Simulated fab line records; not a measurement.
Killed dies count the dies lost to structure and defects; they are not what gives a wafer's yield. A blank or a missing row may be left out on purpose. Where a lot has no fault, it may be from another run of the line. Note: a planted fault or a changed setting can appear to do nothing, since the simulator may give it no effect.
8D (eight disciplines) problem report, filled in by code :: flow sfq-line :: the parts of the form that need people (team, actions taken, sign-off) are left out

## 1. WHAT IS WRONG
SFQ_TRILAYER_I0_CMP_CMP_028, time-to-endpoint-s: mean 186 s on 2 wafers (1 lot); fault-free wafers 216 s, standard deviation 6.8. Relative to the usual mean, that is a shift of -4.5 standard deviations.
The step: polishes SiO2.
The first sign was on wafer L410.4 at day 19 01:07, on cmp-02. Wafers with a number at this step in the record: 39, from 13 lots. The rule behind "out" and "out of limits": a value lying over 4 standard deviations away from the usual mean. The other wafers with a number count as sound.

## 2. WHAT IT IS, WHAT IT ISN'T
question: which readings at this step
is: time-to-endpoint-s
is not: motor-current-A

question: which lots
is: L410
is not: L397, L398, L399, L401, L403, L404, L405, L406, L408, L417, L418, L420

question: which wafers of those lots
is: L410.4, L410.5
is not: L410.3

question: read on which tools
is: cmp-02
is not: cmp-01

question: when
is: from day 19 01:07
is not: up to then (28 sound wafers); but 9 sound wafers of L417, L418, L420 came after

## 3. THE SUSPECTS, EACH WITH WHAT RULES IT OUT
Counting: any tool at a process step up to the reading remains a suspect provided it ran every lot that is out. Sound lots after the first of them don't rule it out here, since some wafers of a struck lot are sound.
- cmp-02 at SFQ_TRILAYER_I0_CMP_CMP_028 (polishes SiO2): kept. L410, the lot that is out, went through it at day 19 01:07; up to then, the latest sound lot through it was L408 at day 18 04:37. On those wafers its own readings are out: time-to-endpoint-s.
- Within cmp-02 at SFQ_TRILAYER_I0_CMP_CMP_028, the wafers that are out were processed in chamber 1 and their sound lot-mates in chamber 0.
After counting, what remains is cmp-02 at SFQ_TRILAYER_I0_CMP_CMP_028.

## 4. THE CAUSE (what the simulator had put in)
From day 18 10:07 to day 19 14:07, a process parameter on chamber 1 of cmp-02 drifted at SFQ_TRILAYER_I0_CMP_CMP_028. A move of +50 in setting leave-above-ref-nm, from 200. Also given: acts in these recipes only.
This tool alone remained once counting was done.

## 5. SEQUENCE OF EFFECTS, ordered by route
One row per reading whose mean, taken over the struck wafers that have a number, lies over 3 standard deviations from the usual. Scope: only readings with a usual standard deviation given in the record; hours: median across lots of the time from each lot's start at the first step in this table that gives one to its start at this step; sigmas: change in usual standard deviations.
hours: 0
step: SFQ_TRILAYER_I0_CMP_CMP_028
reading: time-to-endpoint-s
usual: 216 s
on struck wafers: 186
change: -30
sigmas: -4.5

hours: 4
step: SFQ_TRILAYER_I0_METRO_MEASURE_029
reading: thk-nm
usual: 200.2 nm
on struck wafers: 249.6
change: +49.4
sigmas: +49

hours: 162
step: SFQ_TRILAYER_I0_VIA_ETCH_VIA_ETCH_034
reading: oes-product-au
usual: 0.855 a.u.
on struck wafers: 0.979
change: +0.124
sigmas: +21
Process steps it contains:
- SFQ_TRILAYER_I0_CMP_CMP_028: polishes SiO2.
- SFQ_TRILAYER_I0_METRO_MEASURE_029
- SFQ_TRILAYER_I0_VIA_ETCH_VIA_ETCH_034: etches SiO2 in CHF3, stops on Nb, target depth 260 nm.
At these later measuring or inspecting steps, every struck wafer for which the step has a row has a number for every such reading, and none has moved that far: SFQ_M8_OVL_MEAS_948.

## 6. WHAT WOULD HAVE CAUGHT IT SOONER
In this record no reading fell out of limits until day 19 01:07, 15 hours after the fault had begun at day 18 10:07.
